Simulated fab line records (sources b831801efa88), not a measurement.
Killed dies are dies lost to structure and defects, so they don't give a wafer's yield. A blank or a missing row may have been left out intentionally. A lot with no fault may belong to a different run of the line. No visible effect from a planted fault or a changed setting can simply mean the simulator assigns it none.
Which tool was responsible?    flow sky130    Sampling: 11 lots, 33 wafers, 4 of 708 route steps

## WHAT EACH GAUGE READ, for each wafer
SKY_LDD_P_TW_MEAS_11. Usual: for LDD_P_TW the level is 633 and the standard deviation is 3.6.
lot   measured      on             LDD_P_TW     flag
L268  day 19 09:35  film_metro-03  637 634 637  
L269  day 19 12:44  film_metro-02  635 629 632  
L273  day 21 03:38  film_metro-01  653 659 654  OFF
L275  day 22 00:13  film_metro-02  658 655 657  OFF
L279  day 23 12:19  film_metro-03  640 641 643  
L282  day 24 21:36  film_metro-03  637 638 639  
L283  day 25 03:51  film_metro-02  631 628 631  
L285  day 25 16:42  film_metro-03  635 632 630  
L287  day 26 05:11  film_metro-02  627 629 629  
L288  day 26 13:58  film_metro-01  630 632 629  
L289  day 26 23:04  film_metro-01  630 628 629  

SKY_LI_CONTACT_THK_MEAS_01. Usual: for LI_CONTACT_HDPCVD_THK the level is 928 nm and the standard deviation is 10.
lot   measured      on             LI_CONTACT_HDPCVD_THK (nm)  flag
L268  day 28 07:17  film_metro-01  918 923 918                 
L269  day 28 11:20  film_metro-01  940 928 930                 
L273  day 29 22:10  film_metro-03  944 919 940                 
L275  day 30 14:59  film_metro-01  924 946 941                 
L279  day 31 22:26  film_metro-01  942 955 939                 
L282  day 33 06:07  film_metro-04  933 938 939                 
L283  day 33 12:26  film_metro-03  919 920 913                 
L285  day 33 22:48  film_metro-04  932 924 932                 
L287  day 34 09:21  film_metro-03  914 923 922                 
L288  day 34 19:22  film_metro-04  921 908 908                 
L289  day 35 01:34  film_metro-03  931 929 929                 

## TOOL THAT RAN EACH LOT (tool first, then ch and the chambers of the sampled wafers, then the start)
lot   SKY_LDD_P_IMPLANT_09             SKY_RES_XHIGH_STRIP_08
L268  implanter-04 ch 0, day 19 09:20  plasma_asher-03 ch 0,1, day 27 01:11
L269  implanter-03 ch 0, day 19 12:29  plasma_asher-01 ch 0,1, day 27 05:02
L273  implanter-03 ch 0, day 21 03:23  plasma_asher-03 ch 0,1, day 28 17:59
L275  implanter-03 ch 0, day 22 00:00  plasma_asher-03 ch 0,1, day 29 09:31
L279  implanter-04 ch 0, day 23 12:04  plasma_asher-01 ch 0,1, day 30 19:17
L282  implanter-03 ch 0, day 24 21:21  plasma_asher-04 ch 0,1, day 32 02:35
L283  implanter-04 ch 0, day 25 03:36  plasma_asher-01 ch 0,1, day 32 08:59
L285  implanter-03 ch 0, day 25 16:27  plasma_asher-04 ch 0,1, day 32 18:14
L287  implanter-03 ch 0, day 26 04:56  plasma_asher-03 ch 0,1, day 33 06:35
L288  implanter-01 ch 0, day 26 13:43  plasma_asher-01 ch 1, day 33 15:19
L289  implanter-04 ch 0, day 26 22:49  plasma_asher-03 ch 0,1, day 33 22:08
- SKY_LDD_P_IMPLANT_09
- SKY_RES_XHIGH_STRIP_08: strips in O2/N2.

## AS READ BY THE TOOLS THEMSELVES (means over the sampled wafers that have a number; for cases with no such wafer, the mark the record gives instead)
SKY_LDD_P_IMPLANT_09. Usual: beam_on_s 10.02 s, standard deviation 0.2; dose_ions_cm2 1.0001e+13, standard deviation 1e+10; faraday_current_uA 56.3, standard deviation 1.1.
lot   tool          beam_on_s (s)  dose_ions_cm2  faraday_current_uA  flag
L268  implanter-04  10.05          9.9957e+12     56.2                
L269  implanter-03  9.96           1.0015e+13     56.5                
L273  implanter-03  9.89           1.1282e+13     64.6                OFF
L275  implanter-03  9.94           1.1285e+13     64.0                OFF
L279  implanter-04  10.00          9.9980e+12     56.6                
L282  implanter-03  9.99           9.9917e+12     56.4                
L283  implanter-04  10.15          1.0007e+13     55.6                
L285  implanter-03  9.90           9.9953e+12     57.0                
L287  implanter-03  10.03          1.0005e+13     56.3                
L288  implanter-01  10.07          1.0003e+13     56.1                
L289  implanter-04  10.09          1.0005e+13     55.9                

SKY_RES_XHIGH_STRIP_08. Usual: chamber_pressure_mTorr 1500.2 mTorr, standard deviation 1.3; drypump_motor_current_A 5.7 A, standard deviation 0.37; oes_product_au 0.711 a.u., standard deviation 0.0048; strip_time_to_endpoint_s 14.29 s, standard deviation 0.043.
lot   tool             chamber_pressure_mTorr (mTorr)  drypump_motor_current_A (A)  oes_product_au (a.u.)  strip_time_to_endpoint_s (s)  flag
L268  plasma_asher-03  1500.7                          5.8                          0.712                  14.24                         
L269  plasma_asher-01  1500.5                          5.6                          0.714                  14.28                         
L273  plasma_asher-03  1500.1                          5.8                          0.712                  14.31                         
L275  plasma_asher-03  1500.2                          6.1                          0.710                  14.25                         
L279  plasma_asher-01  1500.3                          5.5                          0.716                  14.32                         
L282  plasma_asher-04  1500.3                          5.6                          0.713                  14.35                         
L283  plasma_asher-01  1500.5                          5.7                          0.714                  14.30                         
L285  plasma_asher-04  1500.0                          5.5                          0.706                  14.33                         
L287  plasma_asher-03  1499.6                          6.1                          0.708                  14.32                         
L288  plasma_asher-01  1499.9                          5.3                          0.711                  14.33                         
L289  plasma_asher-03  1499.5                          6.1                          0.710                  14.30                         

## THE ANSWER, worked out from the rows above alone
Rule: take the mean of a lot's wafers that have a number; if it is more than 3 standard deviations from the usual mean, the lot is off. A lot without any number at a reading at which 4 lots or more have one is off too. The other lots that the step has rows for count as sound. Order of review: gauges by route order, followed by the tools' own readings, for which a lot's mean as printed above is used. At the first step where some lot is off, the reading lying furthest off is the one used; lots without a number count as furthest.
Off: at SKY_LDD_P_TW_MEAS_11 (LDD_P_TW), L273, L275.
If a tool, at a process step before that reading, ran all the lots that are off and no sound lot after the first of them, it fits. Not tried: the gauges at SKY_LDD_P_TW_MEAS_11; whatever is off there is also off at SKY_LDD_P_IMPLANT_09, on other tools, and gauge error can't account for it. Of those tried, none fits.

## WHAT THE SIMULATOR PUT IN
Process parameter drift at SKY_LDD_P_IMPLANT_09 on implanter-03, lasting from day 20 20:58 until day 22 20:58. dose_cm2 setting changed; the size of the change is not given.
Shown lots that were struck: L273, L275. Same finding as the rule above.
